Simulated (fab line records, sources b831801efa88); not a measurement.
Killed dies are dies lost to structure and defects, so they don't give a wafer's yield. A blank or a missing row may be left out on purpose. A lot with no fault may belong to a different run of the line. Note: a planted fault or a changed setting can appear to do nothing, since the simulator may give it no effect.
A struck lot beside a sound one / flow sky130 / 15 steps out of a route of 708
Sound: wafers L137.1, L137.3, L137.6. Wafers struck: L132.3, L132.4, L132.6. At the end, the cause is stated.
Order at every step that has rows: each side's tool, ch and its chambers, its first start. Under that, the readings that differ: sound wafers / struck wafers / difference of the means / sigmas: that difference in standard deviations of wafers without a fault.
alike: a reading whose means differ by less than 2 such deviations, as well as words and numbers matching on both sides. not compared: withheld readings; readings where some wafer has no value; bounds like >300 that might hide an equal value; numbers whose values overlap and for which the record gives no deviation.
A row with sigmas, a row that says differs or no value, or rows on one side alone: a step with any of these is where the two part. Non-overlapping numbers with no deviation appear without sigmas and do not part them. A reading missing from all wafers of one side parts the sides only when that side holds two or more wafers.

first, 4 steps without rows for these wafers: SKY_VIA2_STRIP_17 (strips in post etch residue remover, time 1200 s); SKY_VIA2_CLEAN_18 (cleans in IPA, time 180 s); SKY_VIA2_CLEAN_19 (cleans in O3/DIW); SKY_VIA2_SPUTTER_20 (material TiN, target thk 20 nm, time 80 s).
SKY_VIA2_CVD_21: deposits W, target thk 420 nm, time 126.4 s.
  sound on cvd_w-01 ch 0,1, day 42 07:55; struck on cvd_w-02 ch 0,1, day 40 05:28
  alike: heater_power_w
SKY_VIA2_RS_MEAS_22: measures by four-point-probe.
  struck on film_metro-01, day 40 05:35; sound on film_metro-02, day 42 08:02
  alike: VIA2_W_RS
SKY_VIA2_THK_MEAS_23: measures by xrf.
  struck on film_metro-01, day 40 05:41; sound on film_metro-02, day 42 08:10
  alike: VIA2_W_THK
then, 1 step without rows for these wafers: SKY_VIA2_CMP_24 (polishes, stops on SiO2, t overpolish 20 s, target thk 0 nm).
SKY_METAL3_SPUTTER_00: material Ti, target thk 15 nm, time 10 s.
  struck on pvd_sputter-01, day 40 06:02; sound on pvd_sputter-04, day 42 08:31
  alike: chamber_pressure_pa, throttle_valve_pct
then, 1 step without rows for these wafers: SKY_METAL3_SPUTTER_01 (material TiN, target thk 20 nm, time 16.7 s).
SKY_METAL3_SPUTTER_02: material AlCu, target thk 735 nm, time 39.1 s.
  struck on pvd_sputter-01, day 40 06:05; sound on pvd_sputter-04, day 42 08:34
  alike: chamber_pressure_pa, throttle_valve_pct
SKY_METAL3_SPUTTER_03: material Ti, target thk 5 nm, time 3.3 s.
  struck on pvd_sputter-01, day 40 06:07; sound on pvd_sputter-04, day 42 08:36
  alike: chamber_pressure_pa, throttle_valve_pct
SKY_METAL3_SPUTTER_04: material TiN, target thk 70 nm, time 58.3 s.
  struck on pvd_sputter-01, day 40 06:08; sound on pvd_sputter-04, day 42 08:37
reading=chamber_pressure_pa (Pa); sound=0.4007 0.4001 0.3998; struck=0.5126 0.5125 0.5135; difference=+0.1127; sigmas=+99 or more
reading=throttle_valve_pct (%); sound=29.4 30.8 30.8; struck=27.3 26.1 25.5; difference=-4.0; sigmas=-4
reading=model.TiN_of_METAL3_SPUTTER_04.thk_nm (nm); sound=71.19 71.54 70.82; struck=66.27 66.23 65.24; difference=-5.27; sigmas=
SKY_CAPM_CVD_00: deposits SiO2, target thk 15.5 nm.
  sound on pecvd-02 ch 0,1, day 42 08:40; struck on pecvd-01 ch 0,1, day 40 06:11
  alike: heater_power_w
-- the record jumps here: 9 days lie between the struck wafers' starts before and after (it left off in module CAPM and takes up again in module PAD_OPEN, whose first step shown is number 708 of the route) --
SKY_PAD_OPEN_PROBE_99:
  only the struck wafers here have rows in the record (prober-02, day 49 00:46); the sound ones have none

WHERE THEY PART
Last at SKY_PAD_OPEN_PROBE_99 as far as this record goes, first at SKY_METAL3_SPUTTER_04.

WHY: what had been put in by the simulator
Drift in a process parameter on pvd_sputter-01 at SKY_METAL3_SPUTTER_04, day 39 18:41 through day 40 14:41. A move of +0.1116 in setting chamber_pressure_pa, from 0.4. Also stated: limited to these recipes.
